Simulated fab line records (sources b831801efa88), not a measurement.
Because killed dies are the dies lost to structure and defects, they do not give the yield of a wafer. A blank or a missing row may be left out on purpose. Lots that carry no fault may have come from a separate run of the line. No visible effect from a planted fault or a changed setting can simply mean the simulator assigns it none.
Struck lot and sound lot, side by side	flow sky130	22 out of 708 route steps
Sound: wafers L412.2, L412.4, L412.5. Struck: wafer L413.4. (L413.5 of the same lot was not struck and is left out.) The cause comes at the end.
Order at every step that has rows: each side's tool, ch and its chambers, its first start. Under that, the readings that differ: sound wafers	struck wafers	difference of the means	sigmas: that difference in standard deviations of wafers without a fault.
alike: a reading whose means differ by less than 2 such deviations, as well as words and numbers matching on both sides. not compared: withheld readings; readings where some wafer has no value; bounds like >300 that might hide an equal value; numbers whose values overlap and for which the record gives no deviation.
The two part at a step that has a row with sigmas, a row that says differs or no value, or rows on one side only. Non-overlapping numbers with no deviation appear without sigmas and do not part them. A reading missing from all wafers of one side parts the sides only when that side holds two or more wafers.

SKY_METAL2_ETCH_18: etches BARC in N2/H2, stops on SiO2, time 45.9 s, target depth 60 nm.
  sound on rie_metal-04 ch 0,1, day 40 19:10; struck on rie_metal-04 ch 0, day 41 01:59
reading	sound	struck	difference	sigmas
oes_product_au (a.u.)	0.867 0.863 0.859	0.845	-0.018	-4
throttle_valve_pct (%)	13.228 13.221 13.217	13.241	+0.019	+2
  alike: bias_w, chamber_pressure_mTorr, drypump_motor_current_A, n2_flow_sccm, rf_fwd_power_W
  not compared: rf_hours_counter_h
SKY_METAL2_METAL_ETCH_19: etches the open film in Cl2/BCl3, stops on SiO2, target depth 360 nm, time 78 s.
  sound on rie_metal-04 ch 0,1, day 40 19:13; struck on rie_metal-04 ch 0, day 41 02:03
  alike: bias_w, chamber_pressure_mTorr, drypump_motor_current_A, oes_product_au, rf_fwd_power_W, throttle_valve_pct
  not compared: rf_hours_counter_h
SKY_METAL2_STRIP_20: strips in O2/N2.
  sound on plasma_asher-02 ch 1, day 40 19:19; struck on plasma_asher-01 ch 1, day 41 02:09
  alike: chamber_pressure_mTorr, drypump_motor_current_A, n2_flow_sccm, oes_product_au, strip_time_to_endpoint_s
  not compared: rf_hours_counter_h
then, 4 steps without rows for these wafers: SKY_METAL2_STRIP_21 (strips in post etch residue remover, time 1200 s); SKY_METAL2_CLEAN_22 (cleans in IPA, time 180 s); SKY_METAL2_CLEAN_23 (cleans in O3/DIW); SKY_VIA2_HDPCVD_00 (deposits SiO2, target thk 1180 nm, time 196.7 s).
SKY_VIA2_THK_MEAS_01:
  struck on film_metro-04, day 41 02:54; sound on film_metro-01, day 40 20:08
  alike: VIA2_HDPCVD_THK
SKY_VIA2_CMP_02: polishes SiO2.
  sound on cmp-01 ch 0,2, day 40 20:14; struck on cmp-02 ch 2, day 41 03:05
reading	sound	struck	difference	sigmas
motor_current_A (A)	12.3 10.3 12.3	14.0	+2.4	+2
SKY_VIA2_BOW_MEAS_03:
  struck on film_metro-03, day 41 03:17; sound on film_metro-01, day 40 20:31
  alike: VIA2_BOW
then, 2 steps without rows for these wafers: SKY_VIA2_DEHYDRATE_04 (time 60 s); SKY_VIA2_HMDS_05 (prime time 60 s).
SKY_VIA2_COAT_06: resist thk 60 nm.
  sound on litho_track-03 ch 0, day 41 08:42; struck on litho_track-03 ch 0, day 41 15:00
then, 5 steps without rows for these wafers: SKY_VIA2_COAT_07 (resist thk 450 nm); SKY_VIA2_SOFTBAKE_08 (time 90 s); SKY_VIA2_EXPOSE_09 (exposes mask VIM2, target cd 200 nm); SKY_VIA2_PEB_10; SKY_VIA2_DEVELOP_11 (develop time 60 s).
SKY_VIA2_CD_MEAS_12: the cd target is 200 nm.
  struck on cd_sem-02, day 42 03:34; sound on cd_sem-02, day 41 20:55
  alike: cd_nm
SKY_VIA2_OVL_MEAS_13:
  struck on overlay-01, day 42 03:38; sound on overlay-01, day 41 21:02
  alike: VIA2_OVL
SKY_VIA2_ETCH_14: etches BARC in N2/H2, stops on SiO2, time 45.9 s, target depth 60 nm.
  sound on rie_diel-01 ch 1,2,3, day 41 21:04; struck on rie_diel-02 ch 1, day 42 03:40
reading	sound	struck	difference	sigmas
oes_product_au (a.u.)	0.865 0.851 0.857	0.838	-0.020	-4
rf_fwd_power_W (W)	494.4 494.9 495.6	489.6	-5.4	-3
model.etch.depth_nm (nm)	59.73 59.85 59.9	57.12	-2.71	
  alike: bias_w, chamber_pressure_mTorr, drypump_motor_current_A, n2_flow_sccm, throttle_valve_pct
  not compared: rf_hours_counter_h
SKY_VIA2_ETCH_15: etches SiO2 in C4F8/O2/Ar, stops on TiN, target depth 546 nm, time 84 s.
  sound on rie_diel-01 ch 1,2,3, day 41 21:06; struck on rie_diel-02 ch 1, day 42 03:42
  alike: bias_w, chamber_pressure_mTorr, oes_product_au, rf_fwd_power_W
  not compared: rf_hours_counter_h

## WHERE THEY PART
Earliest at SKY_METAL2_ETCH_18; latest, in this record, at SKY_VIA2_ETCH_14. Later steps at which nothing parts them and some readings are alike: SKY_VIA2_ETCH_15.

WHY: what the simulator had put in
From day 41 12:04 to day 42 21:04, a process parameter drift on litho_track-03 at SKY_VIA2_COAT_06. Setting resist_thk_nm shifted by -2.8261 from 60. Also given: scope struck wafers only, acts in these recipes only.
